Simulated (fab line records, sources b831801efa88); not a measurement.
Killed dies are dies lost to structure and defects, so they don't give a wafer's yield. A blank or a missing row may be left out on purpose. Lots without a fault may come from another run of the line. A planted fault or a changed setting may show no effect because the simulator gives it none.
A struck lot beside a sound one | flow sky130 | 14 steps out of a route of 708
Sound: wafers L585.1, L585.4, L585.5. Struck: wafers L596.1, L596.3, L596.6. The cause comes at the end.
At each step with rows: each side's tool, then ch and its chambers, then its first start. Under that, the readings that differ: sound wafers | struck wafers | difference of the means | sigmas: that difference in standard deviations of wafers without a fault.
alike: readings whose means differ by less than 2 such deviations, and words and numbers that are the same on both sides. not compared: withheld readings, readings that some wafer has no value for, bounds like >300 that may hide the same value, and numbers for which the record gives no deviation and whose values overlap.
The two part at a step that has a row with sigmas, a row that says differs or no value, or rows on one side only. Numbers that don't overlap but have no deviation are shown without sigmas and don't part them. A reading that every wafer of one side lacks parts them only if that side has two wafers or more.

first, 2 steps without rows for these wafers: SKY_METAL3_CLEAN_22 (cleans in O3/DIW); SKY_VIA3_HDPCVD_00 (deposits SiO2, target thk 1635 nm, time 272.5 s).
SKY_VIA3_THK_MEAS_01:
  sound on film_metro-03, day 38 21:34; struck on film_metro-04, day 42 07:13
  alike: VIA3_HDPCVD_THK
SKY_VIA3_CMP_02: polishes SiO2.
  sound on cmp-01 ch 0,2,3, day 38 21:40; struck on cmp-02 ch 0,2,3, day 42 07:23
  reading                 | sound             | struck            | difference | sigmas
  edge_zone_pressure_frac | 1.015 1.002 1.005 | 1.006 0.993 0.987 | -0.012     | -2
  alike: motor_current_A
SKY_VIA3_BOW_MEAS_03:
  sound on film_metro-03, day 38 21:55; struck on film_metro-04, day 42 07:35
  alike: VIA3_BOW
then, 7 steps without rows for these wafers: SKY_VIA3_DEHYDRATE_04 (time 60 s); SKY_VIA3_HMDS_05 (prime time 60 s); SKY_VIA3_COAT_06 (resist thk 60 nm); SKY_VIA3_COAT_07 (resist thk 450 nm); SKY_VIA3_SOFTBAKE_08 (time 90 s); SKY_VIA3_EXPOSE_09 (exposes mask VIM3, target cd 200 nm); SKY_VIA3_PEB_10.
SKY_VIA3_DEVELOP_11: develop time 60 s.
  sound on litho_track-03 ch 0, day 39 22:00; struck on litho_track-03, day 43 06:00
  no value came back on the struck wafers for chill_plate_temp_C (C), develop_time_s (s); on the sound wafers chill_plate_temp_C (C) reads 23.00 22.98 23.00
  reading                                     | sound             | struck            | difference | sigmas
  model.KrF-thick_of_VIA3_COAT_07.thk_nm (nm) | 434.5 435.6 434.9 | 449.3 450.6 448.7 | +14.5      |
SKY_VIA3_CD_MEAS_12: target cd 200 nm.
  sound on cd_sem-02, day 39 22:58; struck on cd_sem-02, day 43 06:13
  reading    | sound             | struck | difference                    | sigmas
  cd_nm (nm) | 198.8 200.7 199.7 | - - -  | no value on the struck wafers |

WHERE THEY PART
First at SKY_VIA3_CMP_02; last, within this record, at SKY_VIA3_CD_MEAS_12.

WHY: what the simulator had put in
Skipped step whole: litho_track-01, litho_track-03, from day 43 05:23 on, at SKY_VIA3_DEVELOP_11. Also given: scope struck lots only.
